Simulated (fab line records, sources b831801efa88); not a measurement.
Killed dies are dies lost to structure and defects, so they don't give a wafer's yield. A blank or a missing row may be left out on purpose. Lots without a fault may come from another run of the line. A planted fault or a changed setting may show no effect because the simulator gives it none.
Which tool did it? | flow sfq_line | 14 lots, 42 wafers sampled, at 5 steps of a route of 325

WHAT THE GAUGES READ, wafer by wafer
SFQ_M4_OVL_MEAS_926.
lot  | measured     | on         | M4_OVL (nm)
L796 | day 35 08:04 | overlay-01 | -3 -5 -11
L797 | day 35 16:28 | overlay-01 | 8 4 10
L804 | day 38 15:55 | overlay-02 | 8 5 5
L805 | day 38 21:55 | overlay-02 | -12 -7 -12
L808 | day 39 15:55 | overlay-02 | 1 -5 -6
L810 | day 40 01:31 | overlay-01 | 4 4 -3
L811 | day 40 17:01 | overlay-01 | -3 9 4
L812 | day 41 02:36 | overlay-01 | -2 -1 6
L813 | day 41 06:12 | overlay-01 | 8 7 6
L814 | day 41 14:36 | overlay-01 | -1 -7 8
L815 | day 42 03:49 | overlay-01 | 8 6 11
L816 | day 42 12:12 | overlay-01 | 6 7 9
L817 | day 42 14:36 | overlay-01 | -7 -11 -7
L819 | day 43 00:13 | overlay-01 | -2 -8 0

SFQ_JJ_RS_MEAS_929: measures by four-point-probe.
lot  | measured     | on            | JJ_NB_RS (ohm/sq)
L796 | day 40 04:02 | film_metro-03 | 1.052 1.059 1.061
L797 | day 40 13:31 | film_metro-03 | 1.049 1.058 1.044
L804 | day 43 23:14 | film_metro-02 | 1.019 1.037 1.054
L805 | day 44 07:35 | film_metro-04 | 1.065 1.433 1.401
L808 | day 45 00:27 | film_metro-03 | 1.386 1.410 1.414
L810 | day 45 11:02 | film_metro-02 | 1.050 1.042 1.074
L811 | day 46 04:02 | film_metro-04 | 1.050 1.058 1.057
L812 | day 46 13:26 | film_metro-02 | 1.051 1.052 1.072
L813 | day 46 19:26 | film_metro-03 | 1.058 1.057 1.051
L814 | day 47 08:08 | film_metro-03 | 1.039 1.048 1.039
L815 | day 47 17:45 | film_metro-02 | 1.035 1.052 1.055
L816 | day 48 03:20 | film_metro-03 | 1.048 1.068 1.045
L817 | day 48 04:33 | film_metro-04 | 1.041 1.030 1.023
L819 | day 48 14:10 | film_metro-03 | 1.053 1.052 1.053

WHICH TOOL RAN EACH LOT (tool, then ch and the chambers of the sampled wafers, then the start)
lot  | SFQ_TRILAYER_I4_DEP_PECVD_099   | SFQ_TRILAYER_I4_VIA_ETCH_VIA_ETCH_106 | SFQ_TRILAYER_JJ_TRILAYER_DEP_SPUTTER_112
L796 | pecvd-04 ch 0,1, day 35 09:03   | rie_diel-03 ch 0,1,2, day 40 01:48    | pvd_sputter-05, day 40 03:57
L797 | pecvd-04 ch 0,1, day 35 17:27   | rie_diel-01 ch 0,1,2, day 40 11:24    | pvd_sputter-06, day 40 13:25
L804 | pecvd-03 ch 0,1,2, day 38 16:54 | rie_diel-03 ch 1,2,3, day 43 21:06    | pvd_sputter-03, day 43 23:08
L805 | pecvd-03 ch 0,1,2, day 38 22:55 | rie_diel-03 ch 1,2,3, day 44 05:30    | pvd_sputter-03, day 44 07:31
L808 | pecvd-03 ch 0,1,2, day 39 16:54 | rie_diel-01 ch 0,2, day 44 22:20      | pvd_sputter-03, day 45 00:21
L810 | pecvd-03 ch 1,2, day 40 02:30   | rie_diel-03 ch 0,2,3, day 45 08:56    | pvd_sputter-05, day 45 10:57
L811 | pecvd-03 ch 1,2, day 40 18:00   | rie_diel-01 ch 0,1, day 46 01:54      | pvd_sputter-05, day 46 03:55
L812 | pecvd-04 ch 1,2, day 41 03:36   | rie_diel-04 ch 1,2, day 46 11:20      | pvd_sputter-05, day 46 13:21
L813 | pecvd-03 ch 0,1,2, day 41 07:12 | rie_diel-03 ch 0,1,3, day 46 17:20    | pvd_sputter-06, day 46 19:21
L814 | pecvd-03 ch 0,2, day 41 15:36   | rie_diel-04 ch 1,2,3, day 47 06:02    | pvd_sputter-05, day 47 08:03
L815 | pecvd-03 ch 0,1,2, day 42 05:35 | rie_diel-04 ch 0,1,2, day 47 15:38    | pvd_sputter-06, day 47 17:39
L816 | pecvd-04 ch 1,2, day 42 14:31   | rie_diel-01 ch 0,1,3, day 48 01:14    | pvd_sputter-06, day 48 03:15
L817 | pecvd-03 ch 0,2, day 42 15:36   | rie_diel-03 ch 1,2,3, day 48 02:26    | pvd_sputter-03, day 48 04:28
L819 | pecvd-04 ch 0,2, day 43 01:59   | rie_diel-04 ch 0,2, day 48 12:02      | pvd_sputter-06, day 48 14:03
- SFQ_TRILAYER_I4_DEP_PECVD_099: deposits SiO2 from SiH4/N2O, time 111.11 s, target thk 500 nm.
- SFQ_TRILAYER_I4_VIA_ETCH_VIA_ETCH_106: etches SiO2 in CHF3, stops on Nb, target depth 260 nm.
- SFQ_TRILAYER_JJ_TRILAYER_DEP_SPUTTER_112: material Nb, target thk 170 nm, time 113.3 s.

WHAT THE TOOLS THEMSELVES READ (means of the sampled wafers that have a number; where no wafer has one, the mark that the record gives instead)
SFQ_TRILAYER_I4_DEP_PECVD_099.
lot  | tool     | heater_power_outer_w (W) | heater_power_w (W) | throttle_valve_pct (%)
L796 | pecvd-04 | 25                       | 76                 | 26.0
L797 | pecvd-04 | 27                       | 76                 | 25.0
L804 | pecvd-03 | 28                       | 80                 | 24.0
L805 | pecvd-03 | 26                       | 79                 | 24.2
L808 | pecvd-03 | 27                       | 79                 | 24.1
L810 | pecvd-03 | 28                       | 79                 | 24.9
L811 | pecvd-03 | 22                       | 71                 | 25.3
L812 | pecvd-04 | 26                       | 78                 | 23.0
L813 | pecvd-03 | 25                       | 78                 | 24.2
L814 | pecvd-03 | 20                       | 68                 | 23.5
L815 | pecvd-03 | 26                       | 77                 | 24.1
L816 | pecvd-04 | 28                       | 80                 | 23.2
L817 | pecvd-03 | 22                       | 72                 | 23.6
L819 | pecvd-04 | 25                       | 85                 | 24.7

SFQ_TRILAYER_I4_VIA_ETCH_VIA_ETCH_106.
lot  | tool        | drypump_motor_current_A (A) | oes_product_au (a.u.)
L796 | rie_diel-03 | 6.3                         | 0.854
L797 | rie_diel-01 | 5.7                         | 0.854
L804 | rie_diel-03 | 5.9                         | 0.856
L805 | rie_diel-03 | 5.9                         | 0.855
L808 | rie_diel-01 | 5.4                         | 0.855
L810 | rie_diel-03 | 5.8                         | 0.855
L811 | rie_diel-01 | 5.3                         | 0.856
L812 | rie_diel-04 | 6.0                         | 0.855
L813 | rie_diel-03 | 5.8                         | 0.850
L814 | rie_diel-04 | 6.0                         | 0.853
L815 | rie_diel-04 | 6.2                         | 0.857
L816 | rie_diel-01 | 5.6                         | 0.856
L817 | rie_diel-03 | 5.8                         | 0.858
L819 | rie_diel-04 | 6.5                         | 0.854

SFQ_TRILAYER_JJ_TRILAYER_DEP_SPUTTER_112.
lot  | tool           | throttle_valve_pct (%)
L796 | pvd_sputter-05 | 30.1
L797 | pvd_sputter-06 | 29.0
L804 | pvd_sputter-03 | 30.5
L805 | pvd_sputter-03 | 30.1
L808 | pvd_sputter-03 | 29.7
L810 | pvd_sputter-05 | 29.6
L811 | pvd_sputter-05 | 30.2
L812 | pvd_sputter-05 | 30.0
L813 | pvd_sputter-06 | 29.4
L814 | pvd_sputter-05 | 30.2
L815 | pvd_sputter-06 | 29.7
L816 | pvd_sputter-06 | 29.2
L817 | pvd_sputter-03 | 29.4
L819 | pvd_sputter-06 | 29.2

THE ANSWER, worked out from the rows above alone
Rule: what is usual is taken from the lots themselves. Put in order of their means at a reading, lots are off if they are a third of the lots or fewer, leave a main group of 4 or more, and stand apart from it by a gap of 3 or more times the standard deviation of the main group's means; of several such gaps the widest counts. A main group whose means are all the same, to the digits that the tables above print for the reading, isn't used. A lot without any number at a reading at which 4 lots or more have one is off too. The other lots that the step has rows for count as sound. The gauges are gone through in route order, then the tools' own readings, and for those a lot's mean is taken as printed above. The first step at which some lot is off is used, and at that step the reading that is off furthest; a lot without a number counts as furthest.
Off: L805, L808, at SFQ_JJ_RS_MEAS_929 (JJ_NB_RS). The main group: mean 1.050 ohm/sq, standard deviation 0.0083.
A tool fits if, at a process step before that reading, it ran every lot that is off, and no sound lot after the first of them. The gauges at SFQ_JJ_RS_MEAS_929 are tried like those tools. None of those tried fits.

WHAT THE SIMULATOR HAD PUT IN
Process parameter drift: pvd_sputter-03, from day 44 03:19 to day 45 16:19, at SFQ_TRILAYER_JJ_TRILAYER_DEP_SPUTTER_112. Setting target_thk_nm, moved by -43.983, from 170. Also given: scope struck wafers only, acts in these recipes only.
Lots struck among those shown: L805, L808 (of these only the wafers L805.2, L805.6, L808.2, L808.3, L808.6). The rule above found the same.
